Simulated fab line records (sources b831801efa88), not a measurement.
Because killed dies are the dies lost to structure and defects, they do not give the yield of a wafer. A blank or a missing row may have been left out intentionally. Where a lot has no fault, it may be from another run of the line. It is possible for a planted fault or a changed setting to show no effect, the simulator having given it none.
Check for tools in common    flow gf180mcu    Sample size 11 lots and 39 wafers

REASON FOR OPENING
At GF_PSD_RS_MEAS_14 the reading NSD_RS is flagged on 2 of 11 lots. Wafers without a fault read 46.12 ohm/sq, standard deviation 0.1.
Rule: a lot is flagged when every wafer of it that has a number lies more than 4 standard deviations from that mean, or none has a number. All remaining lots are regarded as sound.

lot   measured      on             NSD_RS (ohm/sq), wafer by wafer      flag
L483  day 14 16:19  film_metro-03  45.88 46.05 46.02                    
L485  day 15 07:26  film_metro-03  46.10 46.22 46.28                    
L486  day 16 03:19  film_metro-01  46.14 46.21 46.22                    
L490  day 16 22:58  film_metro-03  46.16 46.26 46.07                    
L491  day 17 16:47  film_metro-03  45.08 45.10 45.21 45.05 45.16 45.07  FLAGGED
L494  day 18 11:46  film_metro-02  45.24 45.19 45.25 45.33 45.17 45.30  FLAGGED
L498  day 20 00:08  film_metro-01  46.10 46.10 46.05                    
L499  day 20 10:22  film_metro-03  45.89 46.01 45.96                    
L503  day 21 16:05  film_metro-03  46.04 46.05 46.03                    
L504  day 22 02:59  film_metro-01  46.16 46.35 46.44                    
L505  day 22 06:43  film_metro-02  46.27 46.22 46.24                    
The mean of the flagged lots' numbers is 45.18 ohm/sq, -0.94 ohm/sq from the usual (-9 standard deviations).

LOT BY LOT: THE TOOL USED
The record holds 4 process steps before the reading, out of a route of 602 steps. Each cell gives the tool, then ch followed by the chambers the sampled wafers passed through, then the start.
lot   flag     GF_HV_LDD_ETCHBACK_58               GF_NSD_IMPLANT_09                GF_NSD_STRIP_11                       GF_PSD_STRIP_10
L483           rie_diel-03 ch 0,1, day 12 22:08    implanter-01 ch 0, day 13 19:02  plasma_asher-02 ch 0,1, day 13 19:19  plasma_asher-01 ch 0,1, day 14 15:59
L485           rie_diel-02 ch 2,3, day 13 12:36    implanter-01 ch 0, day 14 09:22  plasma_asher-04 ch 0,1, day 14 09:40  plasma_asher-03 ch 0,1, day 15 07:08
L486           rie_diel-01 ch 1,2,3, day 14 07:38  implanter-01 ch 0, day 15 05:01  plasma_asher-03 ch 0,1, day 15 05:19  plasma_asher-01 ch 0,1, day 16 03:01
L490           rie_diel-01 ch 0,1,2, day 15 02:32  implanter-02 ch 0, day 15 23:37  plasma_asher-04 ch 1, day 15 23:55    plasma_asher-02 ch 0,1, day 16 22:31
L491  FLAGGED  rie_diel-03 ch 1,2,3, day 15 19:40  implanter-01 ch 0, day 16 17:25  plasma_asher-04 ch 0,1, day 16 17:43  plasma_asher-02 ch 0,1, day 17 16:29
L494  FLAGGED  rie_diel-01 ch 0,1,2, day 16 12:49  implanter-01 ch 0, day 17 11:49  plasma_asher-04 ch 0,1, day 17 12:07  plasma_asher-03 ch 0,1, day 18 11:28
L498           rie_diel-01 ch 0,1, day 17 23:59    implanter-04 ch 0, day 18 23:26  plasma_asher-03 ch 0,1, day 18 23:43  plasma_asher-03 ch 0,1, day 19 23:49
L499           rie_diel-01 ch 1,2,3, day 18 08:28  implanter-04 ch 0, day 19 08:26  plasma_asher-03 ch 0,1, day 19 08:43  plasma_asher-01 ch 0,1, day 20 10:02
L503           rie_diel-02 ch 0,2,3, day 19 14:41  implanter-01 ch 0, day 20 15:17  plasma_asher-03 ch 0,1, day 20 15:34  plasma_asher-01 ch 0,1, day 21 15:46
L504           rie_diel-03 ch 0,2,3, day 20 02:05  implanter-04 ch 0, day 21 02:20  plasma_asher-02 ch 0,1, day 21 02:37  plasma_asher-02 ch 0,1, day 22 02:40
L505           rie_diel-02 ch 2,3, day 20 05:55    implanter-04 ch 0, day 21 06:32  plasma_asher-04 ch 0,1, day 21 06:49  plasma_asher-01 ch 0,1, day 22 06:25
What the steps here do:
- GF_HV_LDD_ETCHBACK_58: etches Si3N4 in CH3F/O2, stops on SiO2, time 100 s, target depth 90 nm.
- GF_NSD_IMPLANT_09
- GF_NSD_STRIP_11: strips in O2/N2.
- GF_PSD_STRIP_10: strips in O2/N2.
- GF_PSD_RS_MEAS_14: measures by four-point-probe.

FLAGGED AGAINST TOTAL, ONE TOOL AT A TIME (gauges that did the reading follow at the end)
step                   tool             lots run  flagged  share of the flagged lots  sound lots run after its first flagged lot
GF_HV_LDD_ETCHBACK_58  rie_diel-01      5         1        some                       2 (L498,L499)
GF_HV_LDD_ETCHBACK_58  rie_diel-02      3         0        none                       -
GF_HV_LDD_ETCHBACK_58  rie_diel-03      3         1        some                       1 (L504)
GF_NSD_IMPLANT_09      implanter-01     6         2        all                        1 (L503)
GF_NSD_IMPLANT_09      implanter-02     1         0        none                       -
GF_NSD_IMPLANT_09      implanter-04     4         0        none                       -
GF_NSD_STRIP_11        plasma_asher-02  2         0        none                       -
GF_NSD_STRIP_11        plasma_asher-03  4         0        none                       -
GF_NSD_STRIP_11        plasma_asher-04  5         2        all                        1 (L505)
GF_PSD_STRIP_10        plasma_asher-01  5         0        none                       -
GF_PSD_STRIP_10        plasma_asher-02  3         1        some                       1 (L504)
GF_PSD_STRIP_10        plasma_asher-03  3         1        some                       1 (L498)
GF_PSD_RS_MEAS_14      film_metro-01    3         0        none                       -
GF_PSD_RS_MEAS_14      film_metro-02    2         1        some                       1 (L505)
GF_PSD_RS_MEAS_14      film_metro-03    6         1        some                       2 (L499,L503)

WHAT IS ALLOWED BY THE TABLE
Rows of the table that ran all the flagged lots, 2 in number: implanter-01 at GF_NSD_IMPLANT_09; plasma_asher-04 at GF_NSD_STRIP_11.
- implanter-01 at GF_NSD_IMPLANT_09 ran 6 lots, 2 of them flagged. Lots that were sound ran on it after the first flagged one (L503); a persistent fault on the entire tool would not allow that. Its own readings (beam_energy_keV) fall more than 4 standard deviations out on all wafers of the flagged lots.
- plasma_asher-04 at GF_NSD_STRIP_11 ran 5 lots, 2 of them flagged. Lots that were sound ran on it after the first flagged one (L505); a persistent fault on the entire tool would not allow that. Its own readings (strip_time_to_endpoint_s) fall more than 4 standard deviations out on all wafers of the flagged lots.
There is no row in the table that ran each flagged lot and no sound lot after the first.

WHAT HAD BEEN PUT IN BY THE SIMULATOR
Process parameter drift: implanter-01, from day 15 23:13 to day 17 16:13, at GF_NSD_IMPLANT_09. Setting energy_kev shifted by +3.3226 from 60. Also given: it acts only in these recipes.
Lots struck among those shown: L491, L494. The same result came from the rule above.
